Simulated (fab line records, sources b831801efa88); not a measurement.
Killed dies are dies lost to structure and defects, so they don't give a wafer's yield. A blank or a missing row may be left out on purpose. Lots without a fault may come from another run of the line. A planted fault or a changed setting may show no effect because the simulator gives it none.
Chamber matching | flow sky130 | SKY_CONTACT_CMP_27 on cmp-01: 4 sister chambers
The step polishes, stops on SiO2, t overpolish 15 s, target thk 0 nm. 39 wafers are shown with their chamber, then 12 later ones without.

WAFERS WITH THEIR CHAMBER
wafer  | chamber | motor_current_A (A) | time_to_endpoint_s (s) | overpolish_run_s (s)
L075.2 | 2       | 12.2                | 87                     | 15.010
L075.4 | 3       | 10.5                | 78                     | 15.012
L075.6 | 3       | 10.6                | 82                     | 14.989
L076.1 | 1       | 13.3                | 82                     | 15.016
L076.2 | 0       | 10.5                | 77                     | 15.003
L076.6 | 3       | 10.8                | 80                     | 15.004
L078.1 | 2       | 12.5                | 83                     | 15.011
L078.3 | 1       | 12.8                | 82                     | 14.997
L078.6 | 2       | 12.6                | 82                     | 15.011
L078.2 | 3       | 10.2                | 80                     | 14.980
L078.4 | 0       | 10.5                | 79                     | 15.004
L078.5 | 1       | 13.2                | 82                     | 15.006
L079.1 | 2       | 11.7                | 83                     | 15.003
L079.3 | 1       | 12.3                | 82                     | 15.023
L079.5 | 2       | 12.3                | 78                     | 15.008
L085.1 | 0       | 9.9                 | 79                     | 14.995
L085.3 | 1       | 13.1                | 79                     | 14.991
L085.4 | 2       | 13.0                | 78                     | 14.988
L085.2 | 3       | 10.7                | 78                     | 15.007
L085.5 | 1       | 12.4                | 81                     | 15.000
L085.6 | 2       | 12.1                | 80                     | 15.004
L086.2 | 3       | 10.8                | 76                     | 14.999
L086.3 | 2       | 12.1                | 79                     | 15.007
L086.5 | 3       | 10.5                | 74                     | 14.998
L087.2 | 1       | 13.2                | 81                     | 14.993
L087.4 | 0       | 10.3                | 77                     | 14.987
L087.6 | 1       | 13.2                | 76                     | 15.001
L089.2 | 2       | 11.9                | 79                     | 14.984
L089.3 | 1       | 12.5                | 81                     | 14.990
L089.6 | 1       | 12.9                | 82                     | 15.007
L090.2 | 3       | 10.3                | 79                     | 15.007
L090.3 | 1       | 13.2                | 79                     | 15.007
L090.5 | 2       | 12.1                | 81                     | 15.010
L090.1 | 0       | 10.3                | 77                     | 14.994
L090.4 | 2       | 13.0                | 81                     | 14.998
L090.6 | 1       | 13.1                | 80                     | 14.986
L093.1 | 3       | 10.8                | 79                     | 14.987
L093.3 | 0       | 10.5                | 79                     | 15.004
L093.6 | 3       | 10.3                | 74                     | 15.000

SIGNATURES (means of the wafers above)
reading            | chamber 0 | chamber 1 | chamber 2 | chamber 3 | scatter within a chamber
motor_current_A    | 10.333    | 12.933    | 12.318    | 10.550    | 0.332
time_to_endpoint_s | 78.00     | 80.58     | 81.00     | 78.00     | 2.25
overpolish_run_s   | 14.99783  | 15.00142  | 15.00309  | 14.99830  | 0.00982
Rule: a wafer's distance from a chamber is the root of the sum, over the readings, of the square of ((its reading less the chamber's mean) divided by the reading's scatter). The wafer belongs to the nearest chamber; if the next one is less than 2 further off, it can't be placed. The scatter: the root of (the sum of the squares of (reading less its chamber's mean) over the shown wafers, divided by (wafers less chambers)).

WAFERS WITHOUT THEIR CHAMBER
wafer  | motor_current_A (A) | time_to_endpoint_s (s) | overpolish_run_s (s)
L094.3 | 10.4                | 79                     | 14.983
L094.4 | 10.3                | 78                     | 14.996
L094.6 | 13.1                | 79                     | 14.999
L097.2 | 10.5                | 80                     | 14.994
L097.4 | 12.5                | 82                     | 14.988
L097.6 | 10.6                | 83                     | 15.007
L097.1 | 12.4                | 85                     | 15.005
L097.3 | 10.6                | 79                     | 15.005
L097.5 | 10.2                | 79                     | 14.993
L096.3 | 10.5                | 79                     | 15.008
L096.5 | 10.4                | 81                     | 15.001
L096.6 | 10.5                | 83                     | 14.973

WHICH CHAMBER EACH WENT THROUGH
wafer  | from the rows above     | in truth
L094.3 | can't be placed: 0 or 3 | 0
L094.4 | can't be placed: 0 or 3 | 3
L094.6 | can't be placed: 1 or 2 | 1
L097.2 | can't be placed: 3 or 0 | 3
L097.4 | can't be placed: 2 or 1 | 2
L097.6 | can't be placed: 3 or 0 | 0
L097.1 | can't be placed: 2 or 1 | 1
L097.3 | can't be placed: 3 or 0 | 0
L097.5 | can't be placed: 0 or 3 | 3
L096.3 | can't be placed: 3 or 0 | 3
L096.5 | can't be placed: 0 or 3 | 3
L096.6 | can't be placed: 0 or 3 | 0
Placed correctly: 0 of 12. Can't be placed from these rows: 12 (the true chamber is among the candidates in 12). Placed wrongly: 0.
